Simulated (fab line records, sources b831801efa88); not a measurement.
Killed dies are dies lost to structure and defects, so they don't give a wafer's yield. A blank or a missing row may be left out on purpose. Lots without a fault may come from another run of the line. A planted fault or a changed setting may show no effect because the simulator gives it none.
fab line records | flow sky130
record lots=24 wafers=72 last_day=50
route steps=708 shown LDD_N@244 CONTACT@424 METAL1@436 VIA2@523 METAL4@600
lots that met no fault: from a run of the same line without faults
start_h: hours from the record's first day to the start of the lot's first wafer shown | wait_h: hours since the lot's step before | " the same as in the row above | L1.1+2: a row that stands for several wafers | - no value, or no start given | * or withheld: withheld | < > ~ a bound
route shown NAME@n: a module of which the file shows steps, and the number in the route of the first | usual: mean/standard deviation of fault-free wafers | same: alike in all rows | chamber/n: place in a boat | sites: the reading at each site | _std_site: their standard deviation | _edge_site: outer sites' mean less inner sites' | radius_mm: how far each site lies from the wafer's centre | mask NAME#n: copy n | behind: the tool/chamber that last shaped the wafer | hold: why the lot was held/for how many hours/how that ended | device: the transistor (n, p or np) that didn't switch | end of line: the same wafers' tests at the end of the route | a step without rows: its recipe alone | killed: dies lost to structure and defects at the first sort, not the wafer's yield | map: a wafer's dies, x killed, . not, _ none there
set.NAME: the setting as run; set.NAME@STEP: as run at that earlier step | model.NAME: the simulator's own value behind a step, which no gauge read
steps of the route over a sample of lots; a table a step, a row a wafer
services: from which hour (start_h, from the record's first day; less than 0 if before it) a tool's chamber was out of use, for how many hours, and why
## steps
# step SKY_LDD_N_OVL_MEAS_07
# usual LDD_N_OVL=0.6/1.4
# columns lot.wafer tool chamber start_h wait_h LDD_N_OVL[nm]
L074.1 overlay-02 - 407.84 0.1 -1.1
L074.3 " - " " -1.5
L074.5 " - " " -2.4
L075.2 overlay-02 - 418.75 0.1 -1.6
L075.4 " - " " -0.1
L075.6 " - " " -1.2
L076.1 overlay-02 - 430.85 0.1 0.7
L076.4 " - " " 1.3
L076.6 " - " " 2.4
L078.4 overlay-02 - 440.00 0.1 2.4
L078.5 " - " " 2.5
L078.6 " - " " 0.8
L077.1 overlay-01 - 440.75 0.1 1.4
L077.2 " - " " 1.0
L077.5 " - " " -0.4
L079.1 overlay-02 - 451.75 0.1 0.1
L079.4 " - " " 1.0
L079.5 " - " " 1.2
L080.1 overlay-01 - 455.20 0.1 3.6
L080.2 " - " " 1.3
L080.3 " - " " 2.2
L081.2 overlay-02 - 467.02 0.1 1.5
L081.4 " - " " 1.7
L081.6 " - " " 1.5
L082.2 overlay-01 - 469.21 0.1 -1.2
L082.3 " - " " 0.3
L082.4 " - " " -0.5
L083.1 overlay-01 - 484.15 0.1 2.0
L083.2 " - " " 0.7
L083.5 " - " " -0.2
L084.2 overlay-01 - 501.22 0.1 -1.5
L084.5 " - " " -0.2
L084.6 " - " " 1.3
L085.2 overlay-01 - 507.71 0.1 -0.8
L085.3 " - " " -0.6
L085.4 " - " " -1.0
L086.1 overlay-02 - 512.05 0.1 0.5
L086.2 " - " " 0.0
L086.5 " - " " -0.8
L087.1 overlay-02 - 529.84 0.1 1.5
L087.3 " - " " 1.3
L087.5 " - " " -0.3
L088.2 overlay-01 - 533.07 0.1 1.0
L088.4 " - " " 1.0
L088.5 " - " " 0.8
L089.1 overlay-02 - 536.01 0.1 -0.7
L089.2 " - " " 2.0
L089.4 " - " " 0.4
L090.1 overlay-02 - 554.40 0.1 1.0
L090.3 " - " " 1.1
L090.6 " - " " 2.6
L091.2 overlay-01 - 557.45 0.1 -0.4
L091.3 " - " " 2.8
L091.6 " - " " 0.6
L093.1 overlay-01 - 571.09 0.1 1.0
L093.3 " - " " 3.0
L093.4 " - " " -0.2
L092.1 overlay-02 - 573.30 0.1 1.4
L092.4 " - " " 0.6
L092.5 " - " " 1.6
L094.2 overlay-01 - 576.17 0.1 0.6
L094.3 " - " " -1.6
L094.6 " - " " -2.2
L095.1 overlay-01 - 578.91 0.1 0.0
L095.3 " - " " 1.8
L095.5 " - " " 1.2
L096.2 overlay-01 - 592.22 0.1 -0.5
L096.3 " - " " 0.6
L096.5 " - " " -0.1
L097.1 overlay-02 - 599.24 0.1 -0.4
L097.2 " - " " -1.1
L097.3 " - " " -2.1
# step SKY_CONTACT_ETCH_18
# recipe target=Si3N4 chemistry=CHF3/O2 stop_on=TiN source_w=600 bias_w=200 pressure_mtorr=40 chf3_flow_sccm=50 O2_flow_sccm=5 time_s=39 target_depth_a=750
# usual drypump_motor_current_A=5.8/0.46 oes_product_au=0.852/0.0084 throttle_valve_pct=8.793/0.0099
# columns lot.wafer tool chamber start_h wait_h drypump_motor_current_A oes_product_au rf_hours_counter_h throttle_valve_pct
L074.1 rie_diel-01 0 - - 5.8 0.845 44 8.794
L074.3 " 1 " " 6.4 0.840 10 8.783
L074.5 " 1 " " 6.4 0.837 - 8.783
L075.2 rie_diel-03 0 - - 6.0 0.840 6 8.782
L075.4 " 0 " " 5.9 0.844 - 8.789
L075.6 " 1 " " 5.3 0.846 - 8.794
L076.1 rie_diel-02 2 - - 6.0 0.847 19 8.803
L076.4 " 3 " " 5.2 0.866 4 8.802
L076.6 " 0 " " 6.1 0.851 - 8.787
L078.4 rie_diel-01 3 - - 6.4 0.860 32 8.786
L078.5 " 3 " " 6.4 0.856 - 8.785
L078.6 " 2 " " 5.2 0.851 - 8.780
L077.1 rie_diel-01 2 - - 5.2 0.847 11 8.806
L077.2 " 1 " " 6.4 0.846 11 8.803
L077.5 " 2 " " 5.2 0.851 - 8.782
L080.1 rie_diel-01 1 - - 6.4 0.856 11 8.795
L080.2 " 0 " " 5.8 0.846 0 8.797
L080.3 " 3 " " 6.3 0.840 32 8.778
L079.1 rie_diel-03 0 - - 6.0 0.854 7 8.785
L079.4 " 2 " " 6.4 0.854 15 8.798
L079.5 " 1 " " 5.2 0.862 - 8.788
L081.2 rie_diel-01 0 - - 5.7 0.855 1 8.783
L081.4 " 3 " " 6.3 0.854 - 8.792
L081.6 " 1 " " 6.4 0.865 - 8.790
L082.2 rie_diel-01 3 - - 6.3 0.843 32 8.793
L082.3 " 0 " " 5.7 0.845 1 8.788
L082.4 " 1 " " 6.4 0.854 - 8.796
L083.1 rie_diel-02 0 - - 6.2 0.861 8 8.800
L083.2 " 3 " " 5.2 0.848 6 8.786
L083.5 " 3 " " 5.2 0.867 - 8.802
L084.2 rie_diel-02 3 - - 5.2 0.852 6 8.776
L084.5 " 2 " " 6.1 0.856 - 8.791
L084.6 " 3 " " 5.2 0.850 - 8.802
L085.2 rie_diel-02 2 - - 6.1 0.868 20 8.811
L085.3 " 0 " " 6.2 0.855 8 8.802
L085.4 " 1 " " 5.4 0.858 24 8.793
L086.1 rie_diel-01 2 - - 5.2 0.855 13 8.803
L086.2 " 0 " " 5.7 0.850 3 8.781
L086.5 " 0 " " 5.7 0.857 - 8.798
L087.1 rie_diel-03 0 - - 6.0 0.843 8 8.781
L087.3 " 2 " " 6.4 0.839 17 8.792
L087.5 " 2 " " 6.3 0.853 - 8.797
L088.2 rie_diel-03 2 - - 6.4 0.849 17 8.795
L088.4 " 0 " " 6.0 0.865 9 8.783
L088.5 " 0 " " 6.0 0.859 - 8.794
L089.1 rie_diel-03 2 - - 6.3 0.841 17 8.779
L089.2 " 0 " " 6.0 0.844 9 8.791
L089.4 " 1 " " 5.2 0.842 11 8.783
L090.1 rie_diel-02 0 - - 6.2 0.858 9 8.783
L090.3 " 3 " " 5.2 0.848 8 8.776
L090.6 " 0 " " 6.2 0.871 - 8.787
L091.2 rie_diel-01 3 - - 6.3 0.851 1 8.804
L091.3 " 1 " " 6.4 0.859 14 8.797
L091.6 " 0 " " 5.8 0.858 - 8.805
L093.1 rie_diel-02 2 - - 6.0 0.844 22 8.788
L093.3 " 0 " " 6.2 0.853 10 8.798
L093.4 " 3 " " 5.2 0.867 8 8.812
L092.1 rie_diel-02 0 - - 6.2 0.847 10 8.800
L092.4 " 1 " " 5.4 0.847 26 8.783
L092.5 " 0 " " 6.2 0.842 - 8.790
L094.2 rie_diel-03 0 - - 6.0 0.837 10 8.785
L094.3 " 1 " " 5.2 0.853 12 8.795
L094.6 " 1 " " 5.2 0.860 - 8.793
L095.1 rie_diel-03 1 - - 5.2 0.852 12 8.784
L095.3 " 0 " " 6.0 0.846 10 8.793
L095.5 " 0 " " 6.0 0.856 - 8.796
L096.2 rie_diel-02 1 - - 5.4 0.849 26 8.796
L096.3 " 3 " " 5.2 0.843 9 8.781
L096.5 " 2 " " 6.1 0.853 - 8.788
L097.1 rie_diel-01 2 - - 5.2 0.853 15 8.805
L097.2 " 1 " " 6.4 0.850 16 8.792
L097.3 " 3 " " 6.3 0.845 2 8.792
# step SKY_METAL1_SPUTTER_02
# recipe material=AlCu target_thk_nm=250 power_w=10600 time_s=13.3 chamber_pressure_pa=0.4
# usual throttle_valve_pct=29.8/0.79
# columns lot.wafer tool chamber start_h wait_h throttle_valve_pct
L074.1 pvd_sputter-04 - 744.87 0.0 29.3
L074.3 " - " " 30.7
L074.5 " - " " 30.9
L075.2 pvd_sputter-02 - 751.00 0.0 29.7
L075.4 " - " " 29.3
L075.6 " - " " 29.6
L076.1 pvd_sputter-04 - 758.93 0.0 30.6
L076.4 " - " " 29.1
L076.6 " - " " 31.2
L078.4 pvd_sputter-04 - 769.15 0.0 30.8
L078.5 " - " " 30.6
L078.6 " - " " 31.1
L077.1 pvd_sputter-04 - 771.58 0.0 29.3
L077.2 " - " " 31.0
L077.5 " - " " 30.9
L080.1 pvd_sputter-01 - 779.79 0.0 30.5
L080.2 " - " " 29.9
L080.3 " - " " 29.5
L079.1 pvd_sputter-02 - 779.92 0.0 28.7
L079.4 " - " " 29.1
L079.5 " - " " 29.7
L081.2 pvd_sputter-04 - 792.83 0.0 31.1
L081.4 " - " " 30.9
L081.6 " - " " 31.0
L082.2 pvd_sputter-01 - 795.97 0.0 29.9
L082.3 " - " " 28.5
L082.4 " - " " 30.5
L083.1 pvd_sputter-04 - 805.98 0.0 30.7
L083.2 " - " " 30.8
L083.5 " - " " 29.1
L084.2 pvd_sputter-04 - 823.22 0.0 30.9
L084.5 " - " " 30.8
L084.6 " - " " 29.4
L085.2 pvd_sputter-02 - 825.98 0.0 29.4
L085.3 " - " " 29.6
L085.4 " - " " 29.1
L086.1 pvd_sputter-01 - 834.94 0.0 30.5
L086.2 " - " " 28.6
L086.5 " - " " 29.7
L087.1 pvd_sputter-02 - 846.55 0.0 28.9
L087.3 " - " " 29.1
L087.5 " - " " 29.6
L088.2 pvd_sputter-02 - 850.11 0.0 29.4
L088.4 " - " " 29.0
L088.5 " - " " 29.5
L089.1 pvd_sputter-04 - 852.84 0.0 30.6
L089.2 " - " " 30.7
L089.4 " - " " 31.3
L090.1 pvd_sputter-04 - 865.24 0.0 31.1
L090.3 " - " " 30.5
L090.6 " - " " 30.8
L091.2 pvd_sputter-02 - 868.19 0.0 29.1
L091.3 " - " " 29.5
L091.6 " - " " 29.2
L093.1 pvd_sputter-02 - 883.85 0.0 29.0
L093.3 " - " " 29.9
L093.4 " - " " 29.6
L092.1 pvd_sputter-04 - 886.16 0.0 30.7
L092.4 " - " " 30.9
L092.5 " - " " 30.8
L094.2 pvd_sputter-02 - 886.55 0.0 29.4
L094.3 " - " " 29.9
L094.6 " - " " 29.9
L095.1 pvd_sputter-02 - 889.41 0.0 29.1
L095.3 " - " " 29.9
L095.5 " - " " 29.5
L096.2 pvd_sputter-01 - 900.50 0.0 29.6
L096.3 " - " " 29.5
L096.5 " - " " 30.4
L097.1 pvd_sputter-02 - 908.99 0.0 29.8
L097.2 " - " " 29.4
L097.3 " - " " 28.8
# step SKY_VIA2_STRIP_16
# recipe chemistry=O2/N2 power_w=1400 pressure_mtorr=1500 platen_temp_c=withheld o2_flow_sccm=3000 n2_flow_sccm=300 overash_fraction=0.5
# usual drypump_motor_current_A=6.0/0.43 oes_product_au=0.399/0.0045 strip_time_to_endpoint_s=4.06/0.031
# columns lot.wafer tool chamber start_h wait_h drypump_motor_current_A oes_product_au rf_hours_counter_h strip_time_to_endpoint_s
L074.1 plasma_asher-04 0 852.51 0.0 6.0 0.396 95 4.03
L074.3 " 0 " " 6.0 0.400 - 4.05
L074.5 " 0 " " 6.0 0.399 - 4.06
L075.2 plasma_asher-04 0 860.96 0.0 6.0 0.394 96 3.99
L075.4 " 1 " " 5.3 0.397 - 4.06
L075.6 " 0 " " 6.0 0.401 - 4.07
L076.1 plasma_asher-02 1 868.21 0.0 6.0 0.398 42 4.01
L076.4 " 0 " " 5.8 0.391 - 4.01
L076.6 " 1 " " 6.1 0.394 - 4.01
L078.4 plasma_asher-01 0 879.79 0.1 6.1 0.400 - 4.01
L078.5 " 1 " " 6.7 0.397 - 4.03
L078.6 " 0 " " 6.1 0.405 - 4.07
L077.1 plasma_asher-02 1 881.17 0.0 6.1 0.403 43 4.03
L077.2 " 0 " " 5.8 0.402 43 4.07
L077.5 " 0 " " 5.8 0.401 - 4.06
L080.1 plasma_asher-04 0 888.62 0.0 6.0 0.402 99 4.06
L080.2 " 1 " " 5.3 0.392 99 4.06
L080.3 " 0 " " 6.0 0.402 - 4.09
L079.1 plasma_asher-01 1 889.26 0.0 6.7 0.395 14 4.09
L079.4 " 0 " " 6.1 0.404 - 4.07
L079.5 " 0 " " 6.1 0.394 - 4.10
L081.2 plasma_asher-02 0 900.81 0.0 5.8 0.397 45 4.05
L081.4 " 0 " " 5.8 0.397 - 4.08
L081.6 " 1 " " 6.1 0.404 - 4.10
L082.2 plasma_asher-01 0 905.02 0.0 6.1 0.397 15 4.05
L082.3 " 1 " " 6.7 0.400 - 4.05
L082.4 " 0 " " 6.1 0.408 - 4.03
L083.1 plasma_asher-01 0 914.27 0.0 6.1 0.398 17 4.01
L083.2 " 1 " " 6.7 0.397 17 4.09
L083.5 " 0 " " 6.1 0.406 - 4.07
L084.2 plasma_asher-01 1 926.91 0.0 6.7 0.397 18 4.04
L084.5 " 1 " " 6.7 0.396 - 4.02
L084.6 " 0 " " 6.1 0.396 - 4.05
L085.2 plasma_asher-04 1 933.81 0.0 5.3 0.394 103 4.02
L085.3 " 0 " " 6.0 0.399 - 4.03
L085.4 " 1 " " 5.3 0.399 - 4.06
L086.1 plasma_asher-02 1 940.56 0.0 6.1 0.401 50 4.06
L086.2 " 0 " " 5.8 0.403 50 4.11
L086.5 " 0 " " 5.8 0.397 - 4.11
L087.1 plasma_asher-04 0 951.01 0.0 6.0 0.400 105 4.10
L087.3 " 0 " " 6.0 0.401 - 4.05
L087.5 " 0 " " 6.0 0.391 - 4.05
L088.2 plasma_asher-01 1 953.16 0.0 6.7 0.404 20 4.05
L088.4 " 0 " " 6.2 0.398 - 4.09
L088.5 " 1 " " 6.7 0.411 - 4.09
L089.1 plasma_asher-02 1 959.31 0.0 6.1 0.406 51 4.10
L089.2 " 0 " " 5.8 0.399 51 4.04
L089.4 " 0 " " 5.8 0.400 - 4.01
L090.1 plasma_asher-04 0 969.17 0.0 6.0 0.398 107 4.02
L090.3 " 0 " " 6.0 0.400 - 4.04
L090.6 " 0 " " 6.0 0.395 - 4.00
L091.2 plasma_asher-01 0 973.87 0.0 6.1 0.408 22 4.04
L091.3 " 1 " " 6.7 0.395 - 4.05
L091.6 " 1 " " 6.7 0.396 - 4.03
L093.1 plasma_asher-02 0 989.97 0.0 5.8 0.399 54 4.09
L093.3 " 1 " " 6.1 0.402 - 4.07
L093.4 " 0 " " 5.8 0.401 - 4.15
L092.1 plasma_asher-04 0 990.32 0.0 6.0 0.394 109 4.06
L092.4 " 0 " " 6.0 0.396 - 4.02
L092.5 " 0 " " 6.0 0.395 - 4.05
L094.2 plasma_asher-01 1 992.16 0.0 6.7 0.405 24 4.09
L094.3 " 0 " " 6.2 0.399 - 4.11
L094.6 " 1 " " 6.7 0.406 - 4.09
L095.1 plasma_asher-04 0 992.37 0.0 6.0 0.401 109 4.08
L095.3 " 0 " " 6.0 0.399 - 4.04
L095.5 " 0 " " 6.0 0.398 - 4.09
L096.2 plasma_asher-02 0 1001.66 0.0 5.8 0.397 55 4.06
L096.3 " 0 " " 5.8 0.403 - 4.08
L096.5 " 0 " " 5.8 0.402 - 4.07
L097.1 plasma_asher-01 1 1009.92 0.0 6.7 0.397 26 4.06
L097.2 " 0 " " 6.2 0.400 26 4.01
L097.3 " 0 " " 6.2 0.398 - 4.01
# step SKY_METAL4_SPUTTER_02
# recipe material=AlCu target_thk_nm=735 power_w=10600 time_s=39.1 chamber_pressure_pa=0.4
# usual throttle_valve_pct=30.0/0.92
# columns lot.wafer tool chamber start_h wait_h throttle_valve_pct
L074.1 pvd_sputter-03 - 933.92 0.0 30.9
L074.3 " - " " 30.8
L074.5 " - " " 31.5
L075.2 pvd_sputter-02 - 941.37 0.0 29.4
L075.4 " - " " 29.1
L075.6 " - " " 29.7
L076.1 pvd_sputter-01 - 947.72 0.0 30.3
L076.4 " - " " 29.8
L076.6 " - " " 30.6
L078.4 pvd_sputter-03 - 959.27 0.0 31.8
L078.5 " - " " 30.4
L078.6 " - " " 31.9
L077.1 pvd_sputter-01 - 960.97 0.0 28.6
L077.2 " - " " 29.9
L077.5 " - " " 30.6
L080.1 pvd_sputter-01 - 968.85 0.0 30.5
L080.2 " - " " 30.0
L080.3 " - " " 28.7
L079.1 pvd_sputter-03 - 969.61 0.0 31.9
L079.4 " - " " 31.7
L079.5 " - " " 31.7
L081.2 pvd_sputter-02 - 979.07 0.0 29.7
L081.4 " - " " 29.0
L081.6 " - " " 29.1
L082.2 pvd_sputter-01 - 984.82 0.0 28.7
L082.3 " - " " 29.8
L082.4 " - " " 30.5
L083.1 pvd_sputter-02 - 992.43 0.0 29.0
L083.2 " - " " 29.3
L083.5 " - " " 29.6
L084.2 pvd_sputter-02 - 1003.44 0.0 30.0
L084.5 " - " " 29.7
L084.6 " - " " 28.9
L085.2 pvd_sputter-01 - 1010.58 0.0 29.6
L085.3 " - " " 29.7
L085.4 " - " " 30.7
L086.1 pvd_sputter-02 - 1016.72 0.0 29.6
L086.2 " - " " 28.9
L086.5 " - " " 29.2
L087.1 pvd_sputter-01 - 1025.95 0.0 28.4
L087.3 " - " " 29.8
L087.5 " - " " 29.9
L088.2 pvd_sputter-02 - 1027.87 0.0 28.8
L088.4 " - " " 29.2
L088.5 " - " " 29.7
L089.1 pvd_sputter-01 - 1034.37 0.0 30.1
L089.2 " - " " 30.7
L089.4 " - " " 28.7
L090.1 pvd_sputter-02 - 1044.37 0.0 29.8
L090.3 " - " " 29.1
L090.6 " - " " 29.5
L091.2 pvd_sputter-03 - 1049.18 0.0 31.4
L091.3 " - " " 30.8
L091.6 " - " " 31.7
L093.1 pvd_sputter-02 - 1061.73 0.0 29.1
L093.3 " - " " 29.6
L093.4 " - " " 28.7
L092.1 pvd_sputter-01 - 1063.95 0.0 28.6
L092.4 " - " " 30.1
L092.5 " - " " 28.8
L094.2 pvd_sputter-01 - 1065.80 0.0 28.6
L094.3 " - " " 30.1
L094.6 " - " " 29.8
L095.1 pvd_sputter-03 - 1066.10 0.0 31.8
L095.3 " - " " 31.0
L095.5 " - " " 31.0
L096.2 pvd_sputter-03 - 1074.32 0.0 31.7
L096.3 " - " " 31.7
L096.5 " - " " 31.0
L097.1 pvd_sputter-01 - 1081.82 0.0 29.4
L097.2 " - " " 28.8
L097.3 " - " " 30.0
# step SKY_METAL4_CD_MEAS_13
# recipe target_cd_nm=300
# usual cd_nm=299.3/1.6
# columns lot.wafer tool chamber start_h wait_h cd_nm
L074.1 cd_sem-01 - 982.81 - 302.3
L074.3 " - " " 301.4
L074.5 " - " " 302.7
L075.2 cd_sem-01 - 990.47 - 299.1
L075.4 " - " " 298.8
L075.6 " - " " 299.8
L076.1 cd_sem-01 - 995.21 - 300.6
L076.4 " - " " 300.6
L076.6 " - " " 301.5
L078.4 cd_sem-02 - 1006.71 - 296.7
L078.5 " - " " 299.2
L078.6 " - " " 296.9
L077.1 cd_sem-02 - 1008.66 - 297.6
L077.2 " - " " 296.6
L077.5 " - " " 298.8
L080.1 cd_sem-02 - 1016.46 - 299.9
L080.2 " - " " 299.4
L080.3 " - " " 298.4
L079.1 cd_sem-02 - 1017.11 - 301.2
L079.4 " - " " 300.1
L079.5 " - " " 301.1
L081.2 cd_sem-02 - 1025.93 - 299.1
L081.4 " - " " 298.5
L081.6 " - " " 300.4
L082.2 cd_sem-02 - 1031.33 - 299.4
L082.3 " - " " 301.0
L082.4 " - " " 299.2
L083.1 cd_sem-01 - 1038.86 - 299.5
L083.2 " - " " 301.1
L083.5 " - " " 299.8
L084.2 cd_sem-01 - 1049.93 - 297.1
L084.5 " - " " 296.3
L084.6 " - " " 295.6
L085.2 cd_sem-01 - 1056.82 - 299.2
L085.3 " - " " 298.4
L085.4 " - " " 299.0
L086.1 cd_sem-01 - 1063.51 - 299.2
L086.2 " - " " 299.7
L086.5 " - " " 300.8
L087.1 cd_sem-02 - 1071.76 - 302.5
L087.3 " - " " 301.5
L087.5 " - " " 301.3
L088.2 cd_sem-01 - 1073.88 - 298.9
L088.4 " - " " 298.5
L088.5 " - " " 298.0
L089.1 cd_sem-01 - 1079.40 - 298.4
L089.2 " - " " 296.4
L089.4 " - " " 297.9
L090.1 cd_sem-02 - 1089.10 - 297.2
L090.3 " - " " 297.6
L090.6 " - " " 296.7
L091.2 cd_sem-01 - 1093.27 - 299.1
L091.3 " - " " 298.0
L091.6 " - " " 298.0
L093.1 cd_sem-01 - 1104.55 - 299.8
L093.3 " - " " 299.2
L093.4 " - " " 299.9
L092.1 cd_sem-01 - 1107.26 - 300.6
L092.4 " - " " 299.0
L092.5 " - " " 298.1
L094.2 cd_sem-01 - 1108.62 - 300.3
L094.3 " - " " 299.6
L094.6 " - " " 299.7
L095.1 cd_sem-01 - 1109.21 - 300.4
L095.3 " - " " 300.8
L095.5 " - " " 301.3
L096.2 cd_sem-01 - 1116.68 - 300.6
L096.3 " - " " 300.3
L096.5 " - " " 300.8
L097.1 cd_sem-02 - 1123.10 - 297.2
L097.2 " - " " 298.3
L097.3 " - " " 298.3
## services
# columns tool chamber start_h hours kind
rie_diel-02 - 731.35 2.8 pm
plasma_asher-01 - 733.75 9.0 pm
plasma_asher-01 - 742.75 2.8 pm
rie_diel-03 2 746.47 7.1 repair
rie_diel-03 - 757.53 4.3 pm
pvd_sputter-02 - 763.99 2.8 repair
rie_diel-03 2 778.82 1.6 repair
rie_diel-01 2 791.27 10.2 repair
rie_diel-03 - 798.36 14.6 pm
plasma_asher-01 - 827.90 4.4 repair
rie_diel-02 3 842.10 3.3 repair
pvd_sputter-01 - 878.05 16.1 repair
rie_diel-01 - 888.90 1.0 repair
rie_diel-02 0 913.73 2.1 repair
rie_diel-01 3 942.61 4.4 repair
rie_diel-01 1 980.43 18.8 repair
rie_diel-02 - 994.60 15.6 pm
rie_diel-02 2 1014.01 16.6 repair
rie_diel-01 0 1030.83 5.2 repair
pvd_sputter-02 - 1050.95 0.7 repair
pvd_sputter-04 - 1053.14 3.7 repair
rie_diel-02 2 1054.09 2.6 repair
plasma_asher-04 - 1055.31 9.0 pm
rie_diel-01 - 1059.89 1.9 repair
## key
fault none
